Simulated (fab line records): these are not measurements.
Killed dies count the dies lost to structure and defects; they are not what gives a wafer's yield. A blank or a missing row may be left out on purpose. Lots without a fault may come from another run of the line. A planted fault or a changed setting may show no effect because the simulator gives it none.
fab line records | flow sky130
record lots=14 | wafers=42 | last_day=50
route steps=708 shown METAL1@435 METAL2@485
lots untouched by any fault: they come from a run of this same line in which no faults occurred
start_h: the number of hours between the record's first day and the start of the first shown wafer of the lot | wait_h: hours since the lot's step before | " as in the row above | L1.1+2: a row that stands for several wafers | - value missing, or start not given | * or withheld: withheld | < > ~ a bound
route shown NAME@n: names a module that has steps shown in the file, with the first one's number in the route | usual: mean/standard deviation of fault-free wafers | same: alike in all rows | chamber/n: place in a boat | sites: the reading at each site | _std_site: how widely they spread, as a standard deviation | _edge_site: the outer-site mean with the inner-site mean subtracted | radius_mm: for every site, how far away it sits from the centre of the wafer | mask NAME#n: copy n | behind: tool/chamber where the wafer was last shaped | hold: cause of the lot's hold/its duration in hours/its outcome | device: transistor that didn't switch, given as n, p or np | end of line: the same wafers' tests at the end of the route | a step given without rows: its recipe and nothing more | killed: count of dies lost to structure and defects at first sort (not the wafer's yield) | map: dies across one wafer; x = killed, . = not, _ = none there
set.NAME: the setting that was run; set.NAME@STEP: the one run at that earlier step | model.NAME: the simulator's own value behind a step, which no gauge read
a sample of lots followed through the steps of the route, with each step as a table and each wafer as a row
services: the hour from which a tool's chamber was out of use, counted from the record's first day as start_h (under 0 if before that day), plus the number of hours and why
## steps
# step SKY_METAL1_SPUTTER_01
# recipe material=TiN | target_thk_nm=20 | power_w=6500 | time_s=16.7 | chamber_pressure_pa=0.4
# usual cathode_dc_power_W=6500.0/1.2 | chamber_pressure_pa=0.4000/0.00075 | throttle_valve_pct=29.9/1
lot.wafer | tool           | chamber | start_h | wait_h | cathode_dc_power_W | chamber_pressure_pa | throttle_valve_pct
L110.2    | pvd_sputter-01 | -       | 744.05  | 0.0    | 6500.3             | 0.4002              | 31.2
L110.4    | "              | -       | "       | "      | 6500.3             | 0.4008              | 30.9
L110.5    | "              | -       | "       | "      | 6501.1             | 0.4001              | 30.9
L111.2    | pvd_sputter-01 | -       | 746.50  | 0.0    | 6500.0             | 0.3997              | 31.1
L111.5    | "              | -       | "       | "      | 6501.0             | 0.3993              | 30.9
L111.6    | "              | -       | "       | "      | 6498.1             | 0.4000              | 29.3
L113.2    | pvd_sputter-04 | -       | 767.68  | 0.0    | 6500.5             | 0.4011              | 31.9
L113.3    | "              | -       | "       | "      | 6500.3             | 0.4007              | 29.8
L113.6    | "              | -       | "       | "      | 6502.7             | 0.3996              | 29.8
L114.1    | pvd_sputter-01 | -       | 771.19  | 0.0    | 6499.0             | 0.4001              | 31.0
L114.2    | "              | -       | "       | "      | 6499.4             | 0.4006              | 29.2
L114.6    | "              | -       | "       | "      | 6499.3             | 0.4008              | 29.2
L115.3    | pvd_sputter-04 | -       | 794.90  | 0.0    | 6500.9             | 0.4007              | 30.1
L115.4    | "              | -       | "       | "      | 6497.3             | 0.4006              | 32.0
L115.5    | "              | -       | "       | "      | 6498.8             | 0.4004              | 30.2
L116.1    | pvd_sputter-03 | -       | 797.38  | 0.0    | 6500.3             | 0.4009              | 29.0
L116.2    | "              | -       | "       | "      | 6500.3             | 0.4013              | 29.1
L116.5    | "              | -       | "       | "      | 6501.3             | 0.4008              | 28.2
L119.1    | pvd_sputter-03 | -       | 817.66  | 0.0    | 6498.3             | 0.3992              | 28.0
L119.3    | "              | -       | "       | "      | 6499.7             | 0.3989              | 29.2
L119.4    | "              | -       | "       | "      | 6500.3             | 0.4001              | 30.6
L120.4    | pvd_sputter-01 | -       | 821.58  | 0.0    | 6500.5             | 0.4003              | 29.3
L120.5    | "              | -       | "       | "      | 6500.0             | 0.4019              | 29.2
L120.6    | "              | -       | "       | "      | 6499.6             | 0.3993              | 31.1
L124.2    | pvd_sputter-03 | -       | 854.45  | 0.0    | 6499.0             | 0.3992              | 30.8
L124.5    | "              | -       | "       | "      | 6501.0             | 0.4005              | 28.1
L124.6    | "              | -       | "       | "      | 6499.2             | 0.4012              | 28.8
L125.1    | pvd_sputter-03 | -       | 855.21  | 0.0    | 6501.9             | 0.3989              | 30.7
L125.2    | "              | -       | "       | "      | 6499.2             | 0.4003              | 28.9
L125.5    | "              | -       | "       | "      | 6501.1             | 0.3998              | 29.0
L126.4    | pvd_sputter-01 | -       | 855.65  | 0.0    | 6499.2             | 0.4002              | 31.1
L126.5    | "              | -       | "       | "      | 6501.2             | 0.3998              | 31.1
L126.6    | "              | -       | "       | "      | 6498.3             | 0.3999              | 31.0
L130.2    | pvd_sputter-01 | -       | 891.19  | 0.0    | 6497.6             | 0.3998              | 29.1
L130.5    | "              | -       | "       | "      | 6500.5             | 0.3992              | 31.2
L130.6    | "              | -       | "       | "      | 6502.9             | 0.4007              | 31.0
L131.2    | pvd_sputter-03 | -       | 902.32  | 0.0    | 6500.8             | 0.4001              | 29.2
L131.3    | "              | -       | "       | "      | 6500.6             | 0.3999              | 31.0
L131.6    | "              | -       | "       | "      | 6497.5             | 0.4003              | 28.3
L133.1    | pvd_sputter-04 | -       | 912.14  | 0.0    | 6500.0             | 0.4006              | 31.5
L133.3    | "              | -       | "       | "      | 6498.9             | 0.4005              | 30.0
L133.4    | "              | -       | "       | "      | 6501.3             | 0.4001              | 29.8
# step SKY_METAL1_SPUTTER_04
# recipe material=TiN | target_thk_nm=70 | power_w=6500 | time_s=58.3 | chamber_pressure_pa=0.4
# usual cathode_dc_power_W=6500.0/1.2 | chamber_pressure_pa=0.4001/0.00085 | throttle_valve_pct=29.9/1
lot.wafer | tool           | chamber | start_h | wait_h | cathode_dc_power_W | chamber_pressure_pa | throttle_valve_pct
L110.2    | pvd_sputter-01 | -       | 744.12  | 0.0    | 6499.8             | 0.4001              | 30.8
L110.4    | "              | -       | "       | "      | 6497.8             | 0.4001              | 31.2
L110.5    | "              | -       | "       | "      | 6497.5             | 0.4002              | 30.9
L111.2    | pvd_sputter-01 | -       | 746.57  | 0.0    | 6500.3             | 0.3994              | 31.1
L111.5    | "              | -       | "       | "      | 6498.0             | 0.4015              | 30.9
L111.6    | "              | -       | "       | "      | 6499.2             | 0.4000              | 28.9
L113.2    | pvd_sputter-04 | -       | 767.74  | 0.0    | 6499.0             | 0.4013              | 31.9
L113.3    | "              | -       | "       | "      | 6499.1             | 0.4005              | 29.6
L113.6    | "              | -       | "       | "      | 6498.9             | 0.3999              | 29.6
L114.1    | pvd_sputter-01 | -       | 771.26  | 0.0    | 6498.4             | 0.4001              | 31.1
L114.2    | "              | -       | "       | "      | 6501.6             | 0.3999              | 28.9
L114.6    | "              | -       | "       | "      | 6498.3             | 0.3998              | 29.1
L115.3    | pvd_sputter-04 | -       | 794.97  | 0.0    | 6498.8             | 0.4006              | 29.8
L115.4    | "              | -       | "       | "      | 6500.5             | 0.4007              | 31.9
L115.5    | "              | -       | "       | "      | 6500.7             | 0.3981              | 30.1
L116.1    | pvd_sputter-03 | -       | 797.45  | 0.0    | 6500.8             | 0.4011              | 28.8
L116.2    | "              | -       | "       | "      | 6499.4             | 0.4010              | 29.1
L116.5    | "              | -       | "       | "      | 6500.6             | 0.4002              | 28.0
L119.1    | pvd_sputter-03 | -       | 817.73  | 0.0    | 6500.4             | 0.4001              | 28.3
L119.3    | "              | -       | "       | "      | 6500.2             | 0.3993              | 28.8
L119.4    | "              | -       | "       | "      | 6499.9             | 0.3999              | 30.9
L120.4    | pvd_sputter-01 | -       | 821.65  | 0.0    | 6498.6             | 0.4008              | 29.2
L120.5    | "              | -       | "       | "      | 6502.3             | 0.3995              | 29.0
L120.6    | "              | -       | "       | "      | 6501.1             | 0.3997              | 30.7
L124.2    | pvd_sputter-03 | -       | 854.52  | 0.0    | 6500.7             | 0.3998              | 30.7
L124.5    | "              | -       | "       | "      | 6500.3             | 0.3994              | 28.2
L124.6    | "              | -       | "       | "      | 6499.9             | 0.4007              | 28.9
L125.1    | pvd_sputter-03 | -       | 855.28  | 0.0    | 6502.1             | 0.4000              | 30.8
L125.2    | "              | -       | "       | "      | 6500.5             | 0.3997              | 28.9
L125.5    | "              | -       | "       | "      | 6498.7             | 0.3998              | 28.7
L126.4    | pvd_sputter-01 | -       | 855.72  | 0.0    | 6499.9             | 0.4000              | 31.2
L126.5    | "              | -       | "       | "      | 6501.4             | 0.3991              | 31.1
L126.6    | "              | -       | "       | "      | 6500.8             | 0.3995              | 31.2
L130.2    | pvd_sputter-01 | -       | 891.26  | 0.0    | 6499.7             | 0.3992              | 29.2
L130.5    | "              | -       | "       | "      | 6498.1             | 0.4000              | 31.1
L130.6    | "              | -       | "       | "      | 6500.4             | 0.4022              | 30.8
L131.2    | pvd_sputter-03 | -       | 902.39  | 0.0    | 6499.8             | 0.3998              | 28.9
L131.3    | "              | -       | "       | "      | 6499.6             | 0.4000              | 30.7
L131.6    | "              | -       | "       | "      | 6499.0             | 0.4003              | 28.5
L133.1    | pvd_sputter-04 | -       | 912.21  | 0.0    | 6500.6             | 0.4002              | 31.9
L133.3    | "              | -       | "       | "      | 6499.0             | 0.4002              | 29.8
L133.4    | "              | -       | "       | "      | 6501.5             | 0.3999              | 29.5
# step SKY_METAL2_SPUTTER_02
# recipe material=AlCu | target_thk_nm=250 | power_w=10600 | time_s=13.3 | chamber_pressure_pa=0.4
# usual cathode_dc_power_W=10600/1.9 | chamber_pressure_pa=0.4001/0.00078 | throttle_valve_pct=29.5/0.91
lot.wafer | tool           | chamber | start_h | wait_h | cathode_dc_power_W | chamber_pressure_pa | throttle_valve_pct
L110.2    | pvd_sputter-01 | -       | 800.70  | 0.0    | 10601              | 0.4017              | 29.1
L110.4    | "              | -       | "       | "      | 10599              | 0.4006              | 31.3
L110.5    | "              | -       | "       | "      | 10600              | 0.4003              | 29.5
L111.2    | pvd_sputter-02 | -       | 802.91  | 0.0    | 10600              | 0.3998              | 29.3
L111.5    | "              | -       | "       | "      | 10602              | 0.4002              | 29.5
L111.6    | "              | -       | "       | "      | 10601              | 0.3998              | 29.9
L113.2    | pvd_sputter-03 | -       | 823.95  | 0.0    | 10603              | 0.4001              | 28.3
L113.3    | "              | -       | "       | "      | 10604              | 0.3989              | 28.9
L113.6    | "              | -       | "       | "      | 10600              | 0.4006              | 28.1
L114.1    | pvd_sputter-03 | -       | 826.77  | 0.0    | 10598              | 0.3997              | 29.3
L114.2    | "              | -       | "       | "      | 10599              | 0.4004              | 28.2
L114.6    | "              | -       | "       | "      | 10600              | 0.3992              | 29.1
L115.3    | pvd_sputter-03 | -       | 850.90  | 0.0    | 10602              | 0.4011              | 28.5
L115.4    | "              | -       | "       | "      | 10596              | 0.4014              | 29.0
L115.5    | "              | -       | "       | "      | 10601              | 0.4008              | 29.4
L116.1    | pvd_sputter-01 | -       | 854.62  | 0.0    | 10601              | 0.4016              | 29.2
L116.2    | "              | -       | "       | "      | 10601              | 0.3997              | 29.1
L116.5    | "              | -       | "       | "      | 10600              | 0.4012              | 29.2
L119.1    | pvd_sputter-01 | -       | 873.25  | 0.0    | 10597              | 0.3997              | 30.9
L119.3    | "              | -       | "       | "      | 10600              | 0.4008              | 29.3
L119.4    | "              | -       | "       | "      | 10598              | 0.3983              | 30.9
L120.4    | pvd_sputter-03 | -       | 877.39  | 0.0    | 10602              | 0.3997              | 29.2
L120.5    | "              | -       | "       | "      | 10599              | 0.3998              | 28.7
L120.6    | "              | -       | "       | "      | 10602              | 0.3994              | 30.7
L124.2    | pvd_sputter-03 | -       | 909.63  | 0.0    | 10599              | 0.4004              | 29.2
L124.5    | "              | -       | "       | "      | 10602              | 0.4019              | 29.3
L124.6    | "              | -       | "       | "      | 10600              | 0.3998              | 28.2
L125.1    | pvd_sputter-01 | -       | 910.21  | 0.0    | -                  | -                   | -
L125.2    | "              | -       | "       | "      | -                  | -                   | -
L125.5    | "              | -       | "       | "      | -                  | -                   | -
L126.4    | pvd_sputter-03 | -       | 910.66  | 0.0    | -                  | -                   | -
L126.5    | "              | -       | "       | "      | -                  | -                   | -
L126.6    | "              | -       | "       | "      | -                  | -                   | -
L130.2    | pvd_sputter-02 | -       | 944.70  | 0.0    | 10599              | 0.3993              | 29.7
L130.5    | "              | -       | "       | "      | 10599              | 0.4001              | 29.7
L130.6    | "              | -       | "       | "      | 10597              | 0.4006              | 29.0
L131.2    | pvd_sputter-01 | -       | 956.44  | 0.0    | 10604              | 0.4002              | 29.4
L131.3    | "              | -       | "       | "      | 10599              | 0.4001              | 31.3
L131.6    | "              | -       | "       | "      | 10600              | 0.3992              | 29.0
L133.1    | pvd_sputter-03 | -       | 965.86  | 0.0    | 10599              | 0.4005              | 28.3
L133.3    | "              | -       | "       | "      | 10597              | 0.3999              | 30.6
L133.4    | "              | -       | "       | "      | 10601              | 0.3991              | 29.0
# step SKY_METAL2_RS_MEAS_05
# recipe thk_meas_gauge=four-point-probe | reads=TiN_of_METAL2_SPUTTER_04+Ti_of_METAL2_SPUTTER_03+AlCu_of_METAL2_SPUTTER_02+TiN_of_METAL2_SPUTTER_01+Ti_of_METAL2_SPUTTER_00
# usual METAL2_ALCU_RS=0.1276/0.002
lot.wafer | tool          | chamber | start_h | wait_h | METAL2_ALCU_RS[ohm/sq]
L110.2    | film_metro-03 | -       | 800.81  | 0.0    | 0.1297
L110.4    | "             | -       | "       | "      | 0.1293
L110.5    | "             | -       | "       | "      | 0.1265
L111.2    | film_metro-02 | -       | 803.03  | 0.0    | 0.1247
L111.5    | "             | -       | "       | "      | 0.1267
L111.6    | "             | -       | "       | "      | 0.1263
L113.2    | film_metro-01 | -       | 824.07  | 0.0    | 0.1263
L113.3    | "             | -       | "       | "      | 0.1255
L113.6    | "             | -       | "       | "      | 0.1267
L114.1    | film_metro-03 | -       | 826.86  | 0.0    | 0.1284
L114.2    | "             | -       | "       | "      | 0.1306
L114.6    | "             | -       | "       | "      | 0.1287
L115.3    | film_metro-02 | -       | 851.03  | 0.1    | 0.1255
L115.4    | "             | -       | "       | "      | 0.1259
L115.5    | "             | -       | "       | "      | 0.1271
L116.1    | film_metro-01 | -       | 854.71  | 0.0    | 0.1293
L116.2    | "             | -       | "       | "      | 0.1267
L116.5    | "             | -       | "       | "      | 0.1301
L119.1    | film_metro-03 | -       | 873.35  | 0.0    | 0.1302
L119.3    | "             | -       | "       | "      | 0.1285
L119.4    | "             | -       | "       | "      | 0.1317
L120.4    | film_metro-01 | -       | 877.54  | 0.1    | 0.1248
L120.5    | "             | -       | "       | "      | 0.1245
L120.6    | "             | -       | "       | "      | 0.1265
L124.2    | film_metro-03 | -       | 909.75  | 0.0    | 0.1254
L124.5    | "             | -       | "       | "      | 0.1262
L124.6    | "             | -       | "       | "      | 0.1280
L125.1    | film_metro-02 | -       | 910.31  | 0.0    | 8.6750
L125.2    | "             | -       | "       | "      | 8.6674
L125.5    | "             | -       | "       | "      | 8.7029
L126.4    | film_metro-02 | -       | 910.81  | 0.1    | 8.6594
L126.5    | "             | -       | "       | "      | 8.6847
L126.6    | "             | -       | "       | "      | 8.7484
L130.2    | film_metro-03 | -       | 944.81  | 0.0    | 0.1302
L130.5    | "             | -       | "       | "      | 0.1299
L130.6    | "             | -       | "       | "      | 0.1260
L131.2    | film_metro-03 | -       | 956.55  | 0.0    | 0.1269
L131.3    | "             | -       | "       | "      | 0.1310
L131.6    | "             | -       | "       | "      | 0.1264
L133.1    | film_metro-01 | -       | 965.95  | 0.0    | 0.1288
L133.3    | "             | -       | "       | "      | 0.1263
L133.4    | "             | -       | "       | "      | 0.1265
# step SKY_METAL2_THK_MEAS_06
# recipe thk_meas_gauge=xrf | reads=AlCu_of_METAL2_SPUTTER_02
# usual METAL2_ALCU_THK=247/4
lot.wafer | tool          | chamber | start_h | wait_h | METAL2_ALCU_THK[nm]
L110.2    | film_metro-03 | -       | 800.92  | 0.1    | 242
L110.4    | "             | -       | "       | "      | 243
L110.5    | "             | -       | "       | "      | 248
L111.2    | film_metro-02 | -       | 803.14  | 0.1    | 253
L111.5    | "             | -       | "       | "      | 252
L111.6    | "             | -       | "       | "      | 252
L113.2    | film_metro-01 | -       | 824.18  | 0.1    | 249
L113.3    | "             | -       | "       | "      | 251
L113.6    | "             | -       | "       | "      | 247
L114.1    | film_metro-03 | -       | 826.98  | 0.1    | 247
L114.2    | "             | -       | "       | "      | 242
L114.6    | "             | -       | "       | "      | 245
L115.3    | film_metro-02 | -       | 851.13  | 0.1    | 249
L115.4    | "             | -       | "       | "      | 248
L115.5    | "             | -       | "       | "      | 247
L116.1    | film_metro-01 | -       | 854.83  | 0.1    | 242
L116.2    | "             | -       | "       | "      | 251
L116.5    | "             | -       | "       | "      | 244
L119.1    | film_metro-03 | -       | 873.47  | 0.1    | 241
L119.3    | "             | -       | "       | "      | 244
L119.4    | "             | -       | "       | "      | 238
L120.4    | film_metro-01 | -       | 877.63  | 0.1    | 251
L120.5    | "             | -       | "       | "      | 252
L120.6    | "             | -       | "       | "      | 246
L124.2    | film_metro-03 | -       | 909.86  | 0.1    | 250
L124.5    | "             | -       | "       | "      | 248
L124.6    | "             | -       | "       | "      | 243
L125.1    | film_metro-02 | -       | 910.43  | 0.1    | <0
L125.2    | "             | -       | "       | "      | <0
L125.5    | "             | -       | "       | "      | <0
L126.4    | film_metro-02 | -       | 910.90  | 0.1    | <0
L126.5    | "             | -       | "       | "      | <0
L126.6    | "             | -       | "       | "      | <0
L130.2    | film_metro-03 | -       | 944.92  | 0.1    | 242
L130.5    | "             | -       | "       | "      | 242
L130.6    | "             | -       | "       | "      | 251
L131.2    | film_metro-03 | -       | 956.66  | 0.1    | 250
L131.3    | "             | -       | "       | "      | 241
L131.6    | "             | -       | "       | "      | 250
L133.1    | film_metro-01 | -       | 966.07  | 0.1    | 243
L133.3    | "             | -       | "       | "      | 250
L133.4    | "             | -       | "       | "      | 250
# step SKY_METAL2_STRIP_20
# recipe chemistry=O2/N2 | power_w=1400 | pressure_mtorr=1500 | platen_temp_c=withheld | o2_flow_sccm=3000 | n2_flow_sccm=300 | overash_fraction=0.5
# usual drypump_motor_current_A=5.4/0.43 | oes_product_au=0.340/0.0049 | strip_time_to_endpoint_s=2.63/0.066
lot.wafer | tool            | chamber | start_h | wait_h | drypump_motor_current_A | oes_product_au | rf_hours_counter_h | strip_time_to_endpoint_s
L110.2    | plasma_asher-04 | 0       | 827.44  | 0.1    | 4.8                     | 0.339          | 8                  | 2.68
L110.4    | "               | 0       | "       | "      | 4.8                     | 0.335          | -                  | 2.52
L110.5    | "               | 1       | "       | "      | 6.1                     | 0.341          | -                  | 2.55
L111.2    | plasma_asher-02 | 0       | 830.32  | 0.1    | 5.2                     | 0.333          | 38                 | 2.66
L111.5    | "               | 1       | "       | "      | 5.1                     | 0.343          | -                  | 2.65
L111.6    | "               | 0       | "       | "      | 5.2                     | 0.336          | -                  | 2.63
L113.2    | plasma_asher-02 | 0       | 850.74  | 0.1    | 5.2                     | 0.336          | 41                 | 2.54
L113.3    | "               | 1       | "       | "      | 5.1                     | 0.351          | -                  | 2.70
L113.6    | "               | 0       | "       | "      | 5.2                     | 0.342          | -                  | 2.68
L114.1    | plasma_asher-04 | 1       | 853.87  | 0.1    | 6.1                     | 0.345          | 12                 | 2.69
L114.2    | "               | 0       | "       | "      | 4.8                     | 0.328          | 12                 | 2.55
L114.6    | "               | 1       | "       | "      | 6.1                     | 0.333          | -                  | 2.57
L115.3    | plasma_asher-02 | 1       | 877.07  | 0.1    | 5.1                     | 0.342          | -                  | 2.55
L115.4    | "               | 0       | "       | "      | 5.2                     | 0.339          | -                  | 2.69
L115.5    | "               | 1       | "       | "      | 5.1                     | 0.345          | -                  | 2.70
L116.1    | plasma_asher-04 | 1       | 880.24  | 0.1    | 6.1                     | 0.343          | 15                 | 2.52
L116.2    | "               | 0       | "       | "      | 4.8                     | 0.344          | 15                 | 2.69
L116.5    | "               | 0       | "       | "      | 4.8                     | 0.342          | -                  | 2.49
L119.1    | plasma_asher-02 | 0       | 899.89  | 0.1    | 5.2                     | 0.341          | 48                 | 2.67
L119.3    | "               | 1       | "       | "      | 5.1                     | 0.348          | -                  | 2.54
L119.4    | "               | 0       | "       | "      | 5.2                     | 0.328          | -                  | 2.65
L120.4    | plasma_asher-02 | 0       | 904.02  | 0.1    | 5.2                     | 0.338          | -                  | 2.72
L120.5    | "               | 0       | "       | "      | 5.2                     | 0.334          | -                  | 2.59
L120.6    | "               | 1       | "       | "      | 5.1                     | 0.346          | -                  | 2.72
L124.2    | plasma_asher-04 | 0       | 935.50  | 0.1    | 4.8                     | 0.346          | 21                 | 2.67
L124.5    | "               | 1       | "       | "      | 6.1                     | 0.338          | -                  | 2.66
L124.6    | "               | 0       | "       | "      | 4.8                     | 0.349          | -                  | 2.61
L125.1    | plasma_asher-02 | 0       | 936.00  | 0.1    | 5.2                     | 0.343          | 51                 | 2.59
L125.2    | "               | 1       | "       | "      | 5.1                     | 0.335          | 51                 | 2.67
L125.5    | "               | 0       | "       | "      | 5.2                     | 0.338          | -                  | 2.59
L126.4    | plasma_asher-01 | 0       | 936.52  | 0.1    | 6.0                     | 0.338          | -                  | 2.58
L126.5    | "               | 0       | "       | "      | 6.0                     | 0.333          | -                  | 2.55
L126.6    | "               | 1       | "       | "      | 5.4                     | 0.343          | -                  | 2.59
L130.2    | plasma_asher-02 | 1       | 968.94  | 0.1    | 5.1                     | 0.345          | 55                 | 2.72
L130.5    | "               | 0       | "       | "      | 5.2                     | 0.342          | -                  | 2.65
L130.6    | "               | 1       | "       | "      | 5.1                     | 0.345          | -                  | 2.59
L131.2    | plasma_asher-01 | 1       | 980.96  | 0.1    | 5.4                     | 0.343          | 80                 | 2.63
L131.3    | "               | 1       | "       | "      | 5.4                     | 0.344          | -                  | 2.67
L131.6    | "               | 1       | "       | "      | 5.4                     | 0.347          | -                  | 2.68
L133.1    | plasma_asher-01 | 0       | 990.99  | 0.1    | 6.0                     | 0.347          | 80                 | 2.60
L133.3    | "               | 0       | "       | "      | 6.0                     | 0.334          | -                  | 2.63
L133.4    | "               | 1       | "       | "      | 5.3                     | 0.341          | -                  | 2.70
## services
tool            | chamber | start_h | hours | kind
pvd_sputter-01  | -       | 729.82  | 0.6   | repair
plasma_asher-04 | -       | 733.75  | 9.0   | pm
pvd_sputter-02  | -       | 752.66  | 2.0   | repair
plasma_asher-02 | -       | 758.29  | 3.9   | repair
plasma_asher-04 | -       | 768.70  | 2.8   | pm
pvd_sputter-03  | -       | 817.99  | 0.8   | repair
plasma_asher-01 | -       | 823.16  | 79.1  | repair
pvd_sputter-04  | 3       | 832.59  | -     | consumable_replace:kit
pvd_sputter-04  | 3       | 832.59  | 18.0  | scheduled_down
pvd_sputter-04  | 3       | 832.59  | 18.0  | vent_cycle
pvd_sputter-01  | -       | 848.94  | 5.2   | repair
pvd_sputter-03  | 0       | 853.16  | -     | consumable_replace:kit
pvd_sputter-03  | 0       | 853.16  | 18.0  | scheduled_down
pvd_sputter-03  | 0       | 853.16  | 18.0  | vent_cycle
pvd_sputter-03  | -       | 878.04  | 2.4   | repair
pvd_sputter-04  | -       | 886.75  | 3.0   | repair
plasma_asher-02 | -       | 900.31  | 1.4   | repair
plasma_asher-04 | -       | 903.98  | 1.1   | repair
pvd_sputter-01  | 0       | 921.83  | -     | consumable_replace:kit
pvd_sputter-01  | 0       | 921.83  | 18.0  | scheduled_down
pvd_sputter-01  | 0       | 921.83  | 18.0  | vent_cycle
pvd_sputter-01  | -       | 981.03  | 1.2   | repair
plasma_asher-04 | -       | 985.11  | 4.7   | repair
plasma_asher-01 | -       | 986.27  | 2.8   | pm
## key
first_sign step=SKY_METAL2_SPUTTER_02 | reading=tool_record | direction=missing
effect step=SKY_METAL2_RS_MEAS_05 | reading=METAL2_ALCU_RS | direction=up | sigmas=99+ | usual=0.1276 | struck=8.6896
effect step=SKY_METAL2_THK_MEAS_06 | reading=METAL2_ALCU_THK | direction=down | sigmas=61 | usual=247 | struck=<0
met_at SKY_METAL2_SPUTTER_02
struck_lots L125,L126
later_rows_left_out L125.1,L125.2,L125.5,L126.4,L126.5,L126.6
sort_left_out L125.1,L125.2,L125.5,L126.4,L126.5,L126.6
not_acting_at SKY_METAL1_SPUTTER_01,SKY_METAL1_SPUTTER_04,SKY_METAL2_STRIP_20
onset_between 909.63 910.21
fault kind=skipped_step_whole | tool=pvd_sputter-01,pvd_sputter-03 | chamber=- | onset_h=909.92 | steps=SKY_METAL2_SPUTTER_02 | scope=struck_lots_only
# sort_left_out: the simulated sort isn't trusted on such a fault, so these wafers' sort isn't shown, and their yield isn't known
# later_rows_left_out: the simulator's readings of these wafers behind a module that went badly wrong aren't trusted and aren't shown, but for the sort
